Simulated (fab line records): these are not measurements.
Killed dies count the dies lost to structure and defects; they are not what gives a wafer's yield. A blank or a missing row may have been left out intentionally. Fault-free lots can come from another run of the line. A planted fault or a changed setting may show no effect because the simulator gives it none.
Which tool is to blame? ; flow sky130 ; 12 lots with 36 wafers sampled at 5 steps, on a route of 708 steps

WHAT THE GAUGES SHOWED, per wafer
SKY_NWELL_TW_MEAS_15.
lot;measured;on;NWELL_TW
L693;day 5 01:40;film_metro-03;1814 1816 1808
L694;day 5 05:04;film_metro-01;1813 1819 1812
L696;day 5 18:41;film_metro-01;1825 1827 1821
L697;day 6 01:50;film_metro-01;1825 1826 1823
L699;day 6 09:34;film_metro-04;1823 1829 1817
L700;day 6 19:49;film_metro-04;1819 1811 1830
L701;day 7 01:39;film_metro-03;1811 1808 1820
L702;day 7 02:40;film_metro-03;2241 2250 2244
L704;day 7 16:11;film_metro-01;2243 2241 2234
L705;day 8 00:20;film_metro-01;1814 1799 1814
L706;day 8 07:38;film_metro-04;2211 2209 2205
L713;day 9 22:44;film_metro-03;1819 1823 1818

SKY_NWELL_RS_MEAS_29: uses a four-point probe to measure.
lot;measured;on;NWELL_RS (ohm/sq)
L693;day 5 19:33;film_metro-03;623.9 624.6 622.8
L694;day 5 23:38;film_metro-03;626.4 626.3 626.9
L696;day 6 13:16;film_metro-01;622.6 622.5 622.5
L697;day 6 20:57;film_metro-04;623.6 621.7 624.0
L699;day 7 05:11;film_metro-01;624.9 624.3 625.6
L700;day 7 15:15;film_metro-01;626.9 625.9 624.7
L701;day 7 22:25;film_metro-01;627.5 624.9 624.7
L702;day 7 22:28;film_metro-03;431.0 430.7 430.2
L704;day 8 12:50;film_metro-01;429.8 430.1 430.5
L705;day 8 21:40;film_metro-03;624.2 625.2 625.6
L706;day 9 04:53;film_metro-01;431.0 431.3 432.6
L713;day 10 22:03;film_metro-01;626.2 624.7 625.9

SKY_LDD_N_OVL_MEAS_07.
lot;measured;on;LDD_N_OVL (nm)
L693;day 18 13:20;overlay-02;-0.9 -2.1 -0.4
L694;day 19 03:56;overlay-02;-2.9 -1.5 -2.4
L696;day 19 22:41;overlay-02;-2.4 -1.2 0.5
L697;day 20 05:44;overlay-02;0.7 -1.3 -0.8
L699;day 20 14:54;overlay-02;0.4 -0.4 -0.9
L700;day 21 02:26;overlay-02;-1.2 -0.3 -1.1
L701;day 21 19:29;overlay-02;-1.1 -4.5 -1.2
L702;day 21 20:05;overlay-01;-2.3 -4.7 -2.8
L704;day 22 15:11;overlay-01;-1.3 0.0 0.2
L705;day 23 02:54;overlay-02;-1.6 -0.7 -0.2
L706;day 23 15:54;overlay-02;-1.9 1.0 0.4
L713;day 26 06:05;overlay-02;-0.1 -1.3 -0.7

SKY_VIA2_THK_MEAS_01.
lot;measured;on;VIA2_HDPCVD_THK (nm)
L693;day 36 00:35;film_metro-04;1182 1160 1170
L694;day 36 14:07;film_metro-02;1167 1171 1160
L696;day 37 06:01;film_metro-01;1181 1167 1179
L697;day 37 07:26;film_metro-01;1210 1180 1188
L699;day 37 19:01;film_metro-04;1183 1164 1165
L700;day 38 02:05;film_metro-04;1171 1163 1154
L701;day 38 19:47;film_metro-02;1176 1174 1168
L702;day 38 21:23;film_metro-04;1166 1163 1165
L704;day 39 10:12;film_metro-02;1184 1187 1184
L705;day 39 20:23;film_metro-02;1191 1169 1189
L706;day 40 06:02;film_metro-01;1160 1171 1162
L713;day 42 11:05;film_metro-01;1208 1205 1191

WHICH TOOL RAN EACH LOT (tool, then ch and the chambers of the sampled wafers, then the start)
lot;SKY_NWELL_IMPLANT_11
L693;implanter-02 ch 0, day 5 01:07
L694;implanter-01 ch 0, day 5 04:31
L696;implanter-04 ch 0, day 5 18:08
L697;implanter-04 ch 0, day 6 01:17
L699;implanter-02 ch 0, day 6 09:02
L700;implanter-04 ch 0, day 6 19:16
L701;implanter-04 ch 0, day 7 01:07
L702;implanter-02 ch 0, day 7 01:49
L704;implanter-02 ch 0, day 7 15:19
L705;implanter-04 ch 0, day 7 23:47
L706;implanter-01 ch 0, day 8 06:47
L713;implanter-02 ch 0, day 9 22:11
- SKY_NWELL_IMPLANT_11

WHAT THE TOOLS THEMSELVES READ (means of the sampled wafers that have a number; where no wafer has one, the mark that the record gives instead)
SKY_NWELL_IMPLANT_11.
lot;tool;beam_energy_keV
L693;implanter-02;399.98
L694;implanter-01;399.98
L696;implanter-04;399.91
L697;implanter-04;399.99
L699;implanter-02;399.88
L700;implanter-04;399.90
L701;implanter-04;399.97
L702;implanter-02;400.10
L704;implanter-02;400.04
L705;implanter-04;400.03
L706;implanter-01;399.98
L713;implanter-02;399.90

THE ANSWER, worked out from the rows above alone
Rule: what is usual is taken from the lots themselves. The widest of any qualifying gaps counts: lots, ordered by their means at a reading, are off when they make up no more than a third of the lots, leave a main group of 4 or more, and stand apart from it by 3 or more times the standard deviation of that group's means. If all means in a main group match to the digits the tables above print for the reading, that group is not used. A lot without any number at a reading at which 4 lots or more have one is off too. All remaining lots with rows at the step are treated as sound. After the gauges, taken in route order, come the tools' own readings; for these a lot's mean is taken, as printed above. The first step at which some lot is off is used, and at that step the reading that is off furthest; a lot without a number counts as furthest.
Off: L702, L704, L706, seen at SKY_NWELL_TW_MEAS_15 (NWELL_TW). The main group: mean 1818, standard deviation 5.4.
A tool fits if, at a process step before that reading, it ran every lot that is off, and no sound lot after the first of them. The gauges at SKY_NWELL_TW_MEAS_15 are tried like those tools. Not one of the candidates tried fits.

WHAT THE SIMULATOR HAD INSERTED
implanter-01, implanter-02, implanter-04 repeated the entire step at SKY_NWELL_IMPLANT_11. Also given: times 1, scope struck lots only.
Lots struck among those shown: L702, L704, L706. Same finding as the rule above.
